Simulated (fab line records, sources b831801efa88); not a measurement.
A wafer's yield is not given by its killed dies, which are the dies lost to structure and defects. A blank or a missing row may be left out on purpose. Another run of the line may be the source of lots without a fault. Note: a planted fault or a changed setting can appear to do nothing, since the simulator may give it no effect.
fab line records + flow sky130
record
- lots=6
- wafers=18
- last-day=50
route steps=708 shown VIA4@644 PAD_OPEN@708
lots untouched by any fault: they come from a run of this same line in which no faults occurred
start-h: hours from the record's first day to the start of the lot's first wafer shown + wait-h: hours elapsed since this lot's preceding step + " repeats the value in the row above + L1.1+2: a row that stands for several wafers + - no value, or no start given + * or withheld: withheld + < > ~ a bound
route shown NAME@n: names a module that has steps shown in the file, with the first one's number in the route + usual: mean/standard deviation of fault-free wafers + same: alike in all rows + chamber/n: place in a boat + sites: each site's reading + _std_site: standard deviation across them + _edge_site: the outer-site mean with the inner-site mean subtracted + radius-mm: for every site, how far away it sits from the centre of the wafer + mask NAME#n: copy n + behind: the tool/chamber that last shaped the wafer + hold: reason for holding the lot/hours on hold/outcome of the hold + device: the n, p or np transistor that did not switch + end of line: the route-end tests of the same wafers + a step given without rows: its recipe and nothing more + killed: dies lost to structure and defects at the first sort, not the wafer's yield + map: a wafer's dies, marking killed ones x, the rest . and places with no die _
set.NAME: the setting as run; set.NAME@STEP: as run at that earlier step + model.NAME: the simulator's own value behind a step, which no gauge read
lots at selected steps of the route; one table per step, one row per wafer
services: from which hour (start-h, from the record's first day; less than 0 if before it) a tool's chamber was out of use, for how many hours, and why
## steps
# step SKY_VIA4_HMDS_05
# recipe
- prime-time-s=60
- prime-temp-c=120
# step SKY_VIA4_COAT_06
# recipe
- resist=NOVOLAK
- spin-rpm=3000
- resist-thk-nm=1140
# step SKY_VIA4_SOFTBAKE_07
# recipe
- temp-c=90
- time-s=60
- resist=NOVOLAK
# step SKY_VIA4_EXPOSE_08
# recipe
- mask-id=VIM4
- na=0.6
- source-shape=conventional
- sigma-outer=0.6
- polarization=unpolarized
- target-cd-nm=800
- dose-mj=132
# step SKY_VIA4_PEB_09
# recipe
- temp-c=withheld
- time-s=*
- resist=NOVOLAK
# step SKY_VIA4_DEVELOP_10
# recipe
- resist=NOVOLAK
- developer=TMAH
- develop-time-s=60
- dev-temp-c=23
# step SKY_VIA4_OVL_MEAS_11
# usual
- VIA4_OVL=0.0/1.5
| lot.wafer | tool       | chamber | start-h | wait-h | VIA4_OVL[nm] |
|-----------|------------|---------|---------|--------|--------------|
| L736.1    | overlay-01 | -       | 1027.49 | 0.1    | -1.1         |
| L736.2    | "          | -       | "       | "      | -1.1         |
| L736.4    | "          | -       | "       | "      | 0.8          |
| L748.1    | overlay-01 | -       | 1104.38 | 0.1    | 1.5          |
| L748.5    | "          | -       | "       | "      | 1.6          |
| L748.6    | "          | -       | "       | "      | -0.5         |
| L749.1    | overlay-02 | -       | 1107.79 | 0.1    | 1.5          |
| L749.3    | "          | -       | "       | "      | 0.6          |
| L749.5    | "          | -       | "       | "      | 1.3          |
| L750.2    | overlay-01 | -       | 1118.00 | 0.1    | 0.9          |
| L750.3    | "          | -       | "       | "      | 0.2          |
| L750.5    | "          | -       | "       | "      | 2.2          |
| L753.3    | overlay-02 | -       | 1144.70 | 0.1    | 1.5          |
| L753.4    | "          | -       | "       | "      | -2.3         |
| L753.5    | "          | -       | "       | "      | -0.2         |
| L755.1    | overlay-02 | -       | 1156.34 | 0.1    | -2.2         |
| L755.2    | "          | -       | "       | "      | 0.9          |
| L755.4    | "          | -       | "       | "      | -0.7         |
# step SKY_VIA4_ETCH_12
# recipe
- target=SiO2
- chemistry=C4F8/O2/Ar
- stop-on=TiN
- mask-material=NOVOLAK
- source-w=1500
- bias-w=1200
- pressure-mtorr=40
- c4f8-flow-sccm=withheld
- O2_flow_sccm=6
- Ar_flow_sccm=300
- time-s=withheld
- target-depth-a=5800
# usual
- bias-w=1200/3.7
- chamber-pressure-mTorr=40.00/0.038
- oes-product-au=0.925/0.0044
| lot.wafer | tool        | chamber | start-h | wait-h | bias-w | chamber-pressure-mTorr | oes-product-au |
|-----------|-------------|---------|---------|--------|--------|------------------------|----------------|
| L736.1    | rie-diel-02 | 1       | 1027.52 | 0.0    | 1203   | 40.01                  | 0.924          |
| L736.2    | "           | 0       | "       | "      | 1199   | 39.98                  | 0.927          |
| L736.4    | "           | 3       | "       | "      | 1206   | 39.97                  | 0.919          |
| L748.1    | rie-diel-03 | 2       | 1104.42 | 0.0    | 1193   | 39.99                  | 0.924          |
| L748.5    | "           | 1       | "       | "      | 1208   | 40.01                  | 0.924          |
| L748.6    | "           | 2       | "       | "      | 1193   | 40.04                  | 0.933          |
| L749.1    | rie-diel-02 | 2       | 1107.83 | 0.0    | 1198   | 40.05                  | 0.922          |
| L749.3    | "           | 0       | "       | "      | 1194   | 40.03                  | 0.926          |
| L749.5    | "           | 1       | "       | "      | 1199   | 40.03                  | 0.927          |
| L750.2    | rie-diel-03 | 2       | 1118.03 | 0.0    | 1200   | 40.02                  | 0.917          |
| L750.3    | "           | 3       | "       | "      | 1200   | 40.07                  | 0.933          |
| L750.5    | "           | 2       | "       | "      | 1198   | 39.99                  | 0.921          |
| L753.3    | rie-diel-02 | 1       | 1144.73 | 0.0    | 1198   | 39.99                  | 0.934          |
| L753.4    | "           | 3       | "       | "      | 1205   | 39.97                  | 0.921          |
| L753.5    | "           | 1       | "       | "      | 1194   | 40.08                  | 0.926          |
| L755.1    | rie-diel-03 | 2       | 1156.37 | 0.0    | 1199   | 40.00                  | 0.931          |
| L755.2    | "           | 1       | "       | "      | 1199   | 39.96                  | 0.926          |
| L755.4    | "           | 0       | "       | "      | 1204   | 39.95                  | 0.925          |
# step SKY_VIA4_STRIP_13
# recipe
- chemistry=O2/N2
- power-w=1400
- pressure-mtorr=1500
- platen-temp-c=withheld
- o2-flow-sccm=3000
- n2-flow-sccm=300
- overash-fraction=0.5
# usual
- chamber-pressure-mTorr=1499.9/1.4
- drypump-motor-current-A=5.5/0.47
- oes-product-au=0.710/0.0045
- strip-time-to-endpoint-s=12.804/0.027
| lot.wafer | tool            | chamber | start-h | wait-h | chamber-pressure-mTorr | drypump-motor-current-A | oes-product-au | rf-hours-counter-h | strip-time-to-endpoint-s |
|-----------|-----------------|---------|---------|--------|------------------------|-------------------------|----------------|--------------------|--------------------------|
| L736.1    | plasma-asher-03 | 0       | 1027.59 | -      | 1499.1                 | 5.2                     | 0.710          | 25                 | 12.795                   |
| L736.2    | "               | 1       | "       | "      | 1499.0                 | 6.0                     | 0.707          | 25                 | 12.820                   |
| L736.4    | "               | 1       | "       | "      | 1501.9                 | 6.1                     | 0.709          | -                  | 12.818                   |
| L748.1    | plasma-asher-02 | 1       | 1104.49 | -      | 1501.6                 | 6.1                     | 0.711          | 99                 | 12.805                   |
| L748.5    | "               | 0       | "       | "      | 1498.8                 | 5.0                     | 0.712          | -                  | 12.858                   |
| L748.6    | "               | 1       | "       | "      | 1498.6                 | 6.1                     | 0.722          | -                  | 12.818                   |
| L749.1    | plasma-asher-03 | 1       | 1107.90 | -      | 1501.6                 | 6.1                     | 0.706          | 32                 | 12.790                   |
| L749.3    | "               | 0       | "       | "      | 1499.6                 | 5.2                     | 0.707          | -                  | 12.815                   |
| L749.5    | "               | 1       | "       | "      | 1502.7                 | 6.0                     | 0.716          | -                  | 12.772                   |
| L750.2    | plasma-asher-03 | 1       | 1118.10 | -      | 1499.4                 | 6.1                     | 0.716          | 33                 | 12.824                   |
| L750.3    | "               | 0       | "       | "      | 1499.8                 | 5.2                     | 0.716          | -                  | 12.772                   |
| L750.5    | "               | 1       | "       | "      | 1500.5                 | 6.1                     | 0.714          | -                  | 12.798                   |
| L753.3    | plasma-asher-02 | 0       | 1144.83 | -      | 1499.7                 | 5.0                     | 0.708          | -                  | 12.790                   |
| L753.4    | "               | 1       | "       | "      | 1501.3                 | 6.1                     | 0.707          | -                  | 12.786                   |
| L753.5    | "               | 1       | "       | "      | 1500.9                 | 6.1                     | 0.710          | -                  | 12.824                   |
| L755.1    | plasma-asher-04 | 0       | 1156.45 | -      | 1502.0                 | 5.0                     | 0.705          | 9                  | 12.865                   |
| L755.2    | "               | 1       | "       | "      | 1499.3                 | 5.2                     | 0.712          | 9                  | 12.820                   |
| L755.4    | "               | 1       | "       | "      | 1501.6                 | 5.2                     | 0.709          | -                  | 12.853                   |
# step SKY_VIA4_STRIP_14
# recipe
- chemistry=post-etch-residue-remover
- time-s=1200
- temp-c=72.5
# step SKY_VIA4_CLEAN_15
# recipe
- chemistry=IPA
- time-s=180
- temp-c=25
# step SKY_VIA4_CLEAN_16
# recipe
- chemistry=O3/DIW
- dry=n2-spin
# step SKY_VIA4_SPUTTER_17
# recipe
- material=TiN
- target-thk-nm=20
- chamber-pressure-pa=5
- power-w=4000
- time-s=80
# usual
- cathode-dc-power-W=4000.0/0.74
- throttle-valve-pct=29.6/0.86
| lot.wafer | tool           | chamber | start-h | wait-h | cathode-dc-power-W | throttle-valve-pct | model.TiN_of_VIA4_SPUTTER_17.thk-nm |
|-----------|----------------|---------|---------|--------|--------------------|--------------------|-------------------------------------|
| L736.1    | pvd-sputter-01 | -       | 1028.19 | 0.0    | 4000.4             | 29.8               | 20.25                               |
| L736.2    | "              | -       | "       | "      | 4000.4             | 29.3               | 20.18                               |
| L736.4    | "              | -       | "       | "      | 3999.8             | 29.5               | 19.84                               |
| L748.1    | pvd-sputter-04 | -       | 1105.13 | 0.0    | 4000.1             | 30.7               | 20.02                               |
| L748.5    | "              | -       | "       | "      | 3999.9             | 30.6               | 19.82                               |
| L748.6    | "              | -       | "       | "      | 4000.3             | 28.7               | 19.7                                |
| L749.1    | pvd-sputter-04 | -       | 1108.49 | 0.0    | 3152.5             | 29.8               | 15.61                               |
| L749.3    | "              | -       | "       | "      | 3150.1             | 30.7               | 15.44                               |
| L749.5    | "              | -       | "       | "      | 3150.3             | 29.9               | 15.5                                |
| L750.2    | pvd-sputter-04 | -       | 1118.69 | 0.0    | 3151.2             | 31.6               | 15.47                               |
| L750.3    | "              | -       | "       | "      | 3151.8             | 29.9               | 15.85                               |
| L750.5    | "              | -       | "       | "      | 3152.5             | 29.5               | 15.81                               |
| L753.3    | pvd-sputter-01 | -       | 1145.40 | 0.0    | 3999.7             | 29.5               | 19.98                               |
| L753.4    | "              | -       | "       | "      | 3998.7             | 29.6               | 19.88                               |
| L753.5    | "              | -       | "       | "      | 4000.4             | 29.6               | 19.84                               |
| L755.1    | pvd-sputter-01 | -       | 1157.04 | 0.0    | 4000.3             | 29.6               | 19.66                               |
| L755.2    | "              | -       | "       | "      | 3999.8             | 29.6               | 19.74                               |
| L755.4    | "              | -       | "       | "      | 4000.2             | 30.1               | 19.88                               |
# step SKY_VIA4_CVD_18
# recipe
- material=W
- target-thk-nm=505
- time-s=152.14
- temp-c=398
- pressure-torr=40
# usual
- heater-power-w=869/85
- susceptor-temp-C=398.02/0.22
| lot.wafer | tool     | chamber | start-h | wait-h | heater-power-w | susceptor-temp-C |
|-----------|----------|---------|---------|--------|----------------|------------------|
| L736.1    | cvd-w-02 | 1       | 1028.25 | 0.0    | 831            | 397.67           |
| L736.2    | "        | 0       | "       | "      | 1031           | 397.73           |
| L736.4    | "        | 1       | "       | "      | 828            | 397.55           |
| L748.1    | cvd-w-01 | 1       | 1105.19 | 0.0    | 780            | 397.96           |
| L748.5    | "        | 0       | "       | "      | 872            | 398.20           |
| L748.6    | "        | 1       | "       | "      | 772            | 398.11           |
| L749.1    | cvd-w-02 | 0       | 1108.55 | 0.0    | 1058           | 398.13           |
| L749.3    | "        | 0       | "       | "      | 1010           | 397.83           |
| L749.5    | "        | 0       | "       | "      | 1031           | 398.30           |
| L750.2    | cvd-w-01 | 1       | 1118.75 | 0.0    | 770            | 397.99           |
| L750.3    | "        | 1       | "       | "      | 782            | 397.93           |
| L750.5    | "        | 1       | "       | "      | 778            | 398.06           |
| L753.3    | cvd-w-02 | 0       | 1145.51 | 0.1    | 1012           | 397.84           |
| L753.4    | "        | 1       | "       | "      | 824            | 398.09           |
| L753.5    | "        | 0       | "       | "      | 1028           | 397.72           |
| L755.1    | cvd-w-01 | 0       | 1157.10 | 0.0    | 889            | 397.99           |
| L755.2    | "        | 1       | "       | "      | 785            | 398.22           |
| L755.4    | "        | 0       | "       | "      | 856            | 397.79           |
# step SKY_PAD_OPEN_PROBE_99
# usual
- defect-limited-yield=82.5/1.8
- killed_at_M0_to_M3=45/6.8
- killed_at_M4_up=3.1/2
- killed-at-contacts=23/5.2
- killed-at-front-end=14/3.7
- killed-at-other=0.3/0.61
- killed-dies=86/9
- killed-on-rim=17/3.9
- killed-open=46/6.9
- killed-short=39/6.4
- sort_bin_3_pad_short=0.9/0.44
- sort_bin_5_function=10.5/1.4
- sort_bin_6_memory=6.1/1.1
- sort_bin_8_speed=0.01/0.052
- sort-n-pass=406/9
- sort-yield-pct=82.5/1.8
# same
- gross-dies=492
- killed-at-back-side=0
- sort_bin_4_leakage[%]=0
| lot.wafer | tool      | chamber | start-h | wait-h | defect-limited-yield[%] | killed_at_M0_to_M3 | killed_at_M4_up | killed-at-contacts | killed-at-front-end | killed-at-other | killed-dies | killed-on-rim | killed-open | killed-short | sort_bin_3_pad_short[%] | sort_bin_5_function[%] | sort_bin_6_memory[%] | sort_bin_8_speed[%] | sort-n-pass | sort-yield-pct[%] |
|-----------|-----------|---------|---------|--------|-------------------------|--------------------|-----------------|--------------------|---------------------|-----------------|-------------|---------------|-------------|--------------|-------------------------|------------------------|----------------------|---------------------|-------------|-------------------|
| L736.1    | prober-01 | -       | 1097.71 | 0.1    | 84.1                    | 34                 | 5               | 22                 | 17                  | 0               | 78          | 10            | 36          | 42           | 1.0                     | 8.3                    | 6.5                  | 0                   | 414         | 84.1              |
| L736.2    | prober-01 | -       | 1097.76 | 0.1    | 83.9                    | 33                 | 1               | 26                 | 19                  | 0               | 79          | 13            | 49          | 29           | 0.2                     | 11.8                   | 4.1                  | 0.41                | 411         | 83.5              |
| L736.4    | prober-01 | -       | 1097.86 | 0.2    | 82.1                    | 44                 | 2               | 17                 | 25                  | 0               | 88          | 18            | 44          | 41           | 1.0                     | 12.4                   | 4.5                  | 0                   | 404         | 82.1              |
| L748.1    | prober-01 | -       | 1165.30 | 0.1    | 79.9                    | 50                 | 4               | 23                 | 22                  | 0               | 99          | 24            | 55          | 44           | 1.0                     | 11.6                   | 7.5                  | 0                   | 393         | 79.9              |
| L748.5    | prober-01 | -       | 1165.50 | 0.2    | 80.3                    | 44                 | 3               | 30                 | 20                  | 0               | 97          | 22            | 60          | 37           | 1.2                     | 10.8                   | 7.7                  | 0                   | 395         | 80.3              |
| L748.6    | prober-01 | -       | 1165.55 | 0.2    | 81.9                    | 43                 | 3               | 29                 | 14                  | 0               | 89          | 11            | 54          | 35           | 0.6                     | 11.8                   | 5.7                  | 0                   | 403         | 81.9              |
| L749.1    | prober-02 | -       | 1167.19 | 0.1    | 84.1                    | 40                 | 0               | 22                 | 15                  | 1               | 78          | 19            | 46          | 32           | 0.8                     | 7.5                    | 7.5                  | 0                   | 414         | 84.1              |
| L749.3    | prober-02 | -       | 1167.29 | 0.2    | 80.3                    | 51                 | 2               | 27                 | 17                  | 0               | 97          | 14            | 55          | 42           | 0.8                     | 13.6                   | 5.3                  | 0                   | 395         | 80.3              |
| L749.5    | prober-02 | -       | 1167.39 | 0.2    | 80.9                    | 48                 | 3               | 26                 | 17                  | 0               | 94          | 24            | 51          | 42           | 0.6                     | 10.6                   | 7.9                  | 0                   | 398         | 80.9              |
| L750.2    | prober-01 | -       | 1175.86 | 0.1    | 82.1                    | 47                 | 5               | 23                 | 13                  | 0               | 88          | 16            | 58          | 29           | 0.6                     | 11.6                   | 5.7                  | 0                   | 404         | 82.1              |
| L750.3    | prober-01 | -       | 1175.91 | 0.2    | 82.1                    | 41                 | 3               | 31                 | 13                  | 0               | 88          | 16            | 48          | 40           | 1.2                     | 11.4                   | 5.3                  | 0                   | 404         | 82.1              |
| L750.5    | prober-01 | -       | 1176.01 | 0.2    | 85.2                    | 34                 | 2               | 25                 | 12                  | 0               | 73          | 19            | 37          | 36           | 1.0                     | 8.9                    | 4.9                  | 0                   | 419         | 85.2              |
| L753.3    | prober-01 | -       | 1199.77 | 0.2    | 83.3                    | 43                 | 4               | 21                 | 13                  | 1               | 82          | 14            | 36          | 46           | 1.0                     | 10.0                   | 5.7                  | 0                   | 410         | 83.3              |
| L753.4    | prober-01 | -       | 1199.82 | 0.2    | 82.9                    | 44                 | 2               | 22                 | 16                  | 0               | 84          | 18            | 44          | 40           | 0.8                     | 10.2                   | 6.1                  | 0                   | 408         | 82.9              |
| L753.5    | prober-01 | -       | 1199.87 | 0.2    | 86.6                    | 38                 | 5               | 14                 | 9                   | 0               | 66          | 19            | 36          | 30           | 0.2                     | 9.3                    | 3.9                  | 0                   | 426         | 86.6              |
| L755.1    | prober-02 | -       | 1209.11 | 0.1    | 83.7                    | 41                 | 5               | 21                 | 12                  | 1               | 80          | 17            | 44          | 36           | 1.0                     | 10.0                   | 5.3                  | 0                   | 412         | 83.7              |
| L755.2    | prober-02 | -       | 1209.16 | 0.1    | 81.9                    | 45                 | 4               | 27                 | 13                  | 0               | 89          | 14            | 57          | 31           | 0.2                     | 10.2                   | 7.7                  | 0                   | 403         | 81.9              |
| L755.4    | prober-02 | -       | 1209.26 | 0.2    | 79.3                    | 57                 | 4               | 25                 | 16                  | 0               | 102         | 16            | 49          | 52           | 1.4                     | 12.4                   | 6.9                  | 0                   | 390         | 79.3              |
# killed by level:class
L736.1 VIA2:geometric-particle:open=8 CONTACT:geometric-particle:short=6 VIA1:geometric-particle:open=6 POLY_GATE:geometric-particle:open=5 LI_CONTACT:geometric-particle:short=5 LOCAL_INTERCONNECT:geometric-particle:short=5 VIA3:geometric-particle:open=5 FIELD_ISO:geometric-particle:short=3
L736.2 POLY_GATE:geometric-particle:open=8 CONTACT:geometric-particle:open=8 LI_CONTACT:geometric-particle:open=7 VIA3:geometric-particle:open=6 LOCAL_INTERCONNECT:geometric-particle:short=6 VIA2:geometric-particle:open=6 VIA1:geometric-particle:open=5 FIELD_ISO:geometric-particle:short=4
L736.4 VIA2:geometric-particle:open=8 VIA1:geometric-particle:open=8 METAL1:geometric-particle:short=6 POLY_GATE:geometric-particle:open=6 VIA1:geometric-particle:short=5 CONTACT:geometric-particle:open=5 METAL2:geometric-particle:short=4 POLY_GATE:geometric-particle:short=4
L748.1 METAL2:geometric-particle:short=10 LI_CONTACT:geometric-particle:open=9 FIELD_ISO:geometric-particle:open=8 VIA3:geometric-particle:open=8 CONTACT:geometric-particle:open=6 METAL1:geometric-particle:short=6 VIA2:geometric-particle:open=6 VIA1:geometric-particle:open=6
L748.5 VIA1:geometric-particle:open=12 CONTACT:geometric-particle:open=11 LI_CONTACT:geometric-particle:open=8 VIA3:geometric-particle:open=7 POLY_GATE:geometric-particle:open=5 CONTACT:geometric-particle:short=5 VIA2:geometric-particle:open=5 FIELD_ISO:geometric-particle:open=4
L748.6 CONTACT:geometric-particle:open=13 VIA1:geometric-particle:open=12 LI_CONTACT:geometric-particle:open=8 METAL2:geometric-particle:short=7 VIA2:geometric-particle:open=6 VIA3:geometric-particle:open=5 FIELD_ISO:geometric-particle:open=4 METAL1:geometric-particle:short=4
L749.1 CONTACT:geometric-particle:open=11 VIA1:geometric-particle:open=10 METAL2:geometric-particle:short=9 VIA2:geometric-particle:open=6 LI_CONTACT:geometric-particle:open=5 FIELD_ISO:geometric-particle:open=4 POLY_GATE:geometric-particle:open=4 METAL1:geometric-particle:short=4
L749.3 CONTACT:geometric-particle:open=11 VIA3:geometric-particle:short=10 VIA3:geometric-particle:open=10 LI_CONTACT:geometric-particle:open=8 FIELD_ISO:geometric-particle:short=7 VIA2:geometric-particle:open=7 VIA1:geometric-particle:open=7 POLY_GATE:geometric-particle:open=4
L749.5 CONTACT:geometric-particle:open=13 VIA1:geometric-particle:open=12 METAL1:geometric-particle:short=7 VIA2:geometric-particle:open=6 VIA3:geometric-particle:open=6 VIA3:geometric-particle:short=5 LI_CONTACT:geometric-particle:open=4 METAL2:geometric-particle:short=4
L750.2 VIA1:geometric-particle:open=13 CONTACT:geometric-particle:open=11 VIA3:geometric-particle:open=8 LI_CONTACT:geometric-particle:open=6 VIA2:geometric-particle:open=5 POLY_GATE:geometric-particle:open=4 VIA1:geometric-particle:short=4 METAL2:geometric-particle:short=4
L750.3 VIA1:geometric-particle:open=11 CONTACT:geometric-particle:open=8 LI_CONTACT:geometric-particle:open=6 CONTACT:geometric-particle:short=6 POLY_GATE:geometric-particle:open=5 LI_CONTACT:geometric-particle:short=5 LOCAL_INTERCONNECT:geometric-particle:short=5 VIA3:geometric-particle:open=5
L750.5 CONTACT:geometric-particle:open=10 VIA1:geometric-particle:open=8 CONTACT:geometric-particle:short=7 METAL1:geometric-particle:short=5 VIA1:geometric-particle:short=5 VIA2:geometric-particle:open=5 LOCAL_INTERCONNECT:geometric-particle:short=4 VIA3:geometric-particle:short=4
L753.3 LI_CONTACT:geometric-particle:open=12 VIA1:geometric-particle:open=8 VIA1:geometric-particle:short=7 FIELD_ISO:geometric-particle:short=4 POLY_GATE:geometric-particle:short=4 METAL1:geometric-particle:short=4 METAL1:geometric-particle:open=4 VIA3:geometric-particle:short=4
L753.4 VIA1:geometric-particle:open=12 VIA2:geometric-particle:open=8 VIA1:geometric-particle:short=7 LI_CONTACT:geometric-particle:open=6 CONTACT:geometric-particle:open=6 METAL1:geometric-particle:short=6 FIELD_ISO:geometric-particle:short=4 LOCAL_INTERCONNECT:geometric-particle:short=4
L753.5 VIA1:geometric-particle:open=7 VIA3:geometric-particle:open=6 VIA1:geometric-particle:short=6 VIA2:geometric-particle:open=6 METAL4:geometric-particle:short=4 FIELD_ISO:geometric-particle:open=4 LI_CONTACT:geometric-particle:open=4 CONTACT:geometric-particle:open=4
L755.1 LI_CONTACT:geometric-particle:open=12 VIA3:geometric-particle:open=10 VIA2:geometric-particle:short=7 VIA1:geometric-particle:open=7 VIA3:geometric-particle:short=5 CONTACT:geometric-particle:open=4 METAL2:geometric-particle:short=4 FIELD_ISO:geometric-particle:open=3
L755.2 VIA3:geometric-particle:open=12 CONTACT:geometric-particle:open=11 VIA1:geometric-particle:open=11 FIELD_ISO:geometric-particle:open=6 LI_CONTACT:geometric-particle:open=6 LOCAL_INTERCONNECT:geometric-particle:short=5 VIA1:geometric-particle:short=5 VIA2:geometric-particle:open=5
L755.4 METAL2:geometric-particle:short=11 VIA1:geometric-particle:open=10 VIA2:geometric-particle:open=9 CONTACT:geometric-particle:open=8 VIA3:geometric-particle:open=7 FIELD_ISO:geometric-particle:short=5 LI_CONTACT:geometric-particle:open=5 LI_CONTACT:geometric-particle:short=5
## services
| tool            | chamber | start-h | hours | kind                   |
|-----------------|---------|---------|-------|------------------------|
| cvd-w-01        | -       | 1011.15 | 6.9   | pm                     |
| plasma-asher-04 | -       | 1012.03 | 1.5   | repair                 |
| plasma-asher-03 | -       | 1023.49 | 1.2   | repair                 |
| plasma-asher-03 | -       | 1029.62 | 1.6   | repair                 |
| pvd-sputter-01  | 0       | 1051.04 | -     | consumable-replace:kit |
| pvd-sputter-01  | 0       | 1051.04 | 18.0  | scheduled-down         |
| pvd-sputter-01  | 0       | 1051.04 | 18.0  | vent-cycle             |
| plasma-asher-04 | -       | 1055.30 | 9.0   | pm                     |
| plasma-asher-04 | 0       | 1055.30 | 9.0   | vent-cycle             |
| plasma-asher-04 | 1       | 1055.30 | 9.0   | vent-cycle             |
| plasma-asher-04 | 0       | 1064.30 | -     | clean                  |
| plasma-asher-04 | 1       | 1064.30 | -     | clean                  |
| plasma-asher-03 | -       | 1072.81 | 8.8   | repair                 |
| pvd-sputter-01  | -       | 1079.39 | 60.2  | repair                 |
| rie-diel-02     | -       | 1086.36 | 0.6   | repair                 |
| pvd-sputter-04  | 0       | 1095.45 | -     | consumable-replace:kit |
| pvd-sputter-04  | 0       | 1095.45 | 18.0  | scheduled-down         |
| pvd-sputter-04  | 0       | 1095.45 | 18.0  | vent-cycle             |
| cvd-w-02        | 1       | 1112.21 | 6.1   | repair                 |
| cvd-w-02        | 0       | 1117.64 | 10.0  | repair                 |
| plasma-asher-02 | -       | 1128.68 | 4.9   | repair                 |
| plasma-asher-04 | -       | 1132.01 | 0.9   | repair                 |
| rie-diel-03     | 0       | 1145.05 | 5.7   | repair                 |
| rie-diel-03     | -       | 1151.81 | 2.8   | pm                     |
## key
first-sign
- step=SKY_VIA4_SPUTTER_17
- reading=cathode-dc-power-W
- direction=down
- sigmas=99+
- usual=4000.0
- struck=3151.4
effect none on later readings
model-effect
- step=SKY_VIA4_SPUTTER_17
- value=TiN_of_VIA4_SPUTTER_17.thk-nm
- without=19.86
- struck=15.61
met-at SKY_VIA4_SPUTTER_17
struck-wafers L749.1,L749.3,L749.5,L750.2,L750.3,L750.5
onset-between 1105.13 1108.49
fault
- kind=process-parameter-drift
- tool=pvd-sputter-04
- chamber=-
- onset-h=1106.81
- steps=SKY_VIA4_SPUTTER_17
- channel=power-w
- offset=*
- shape=step
- end-h=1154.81
- acts-in=*
- stated=*
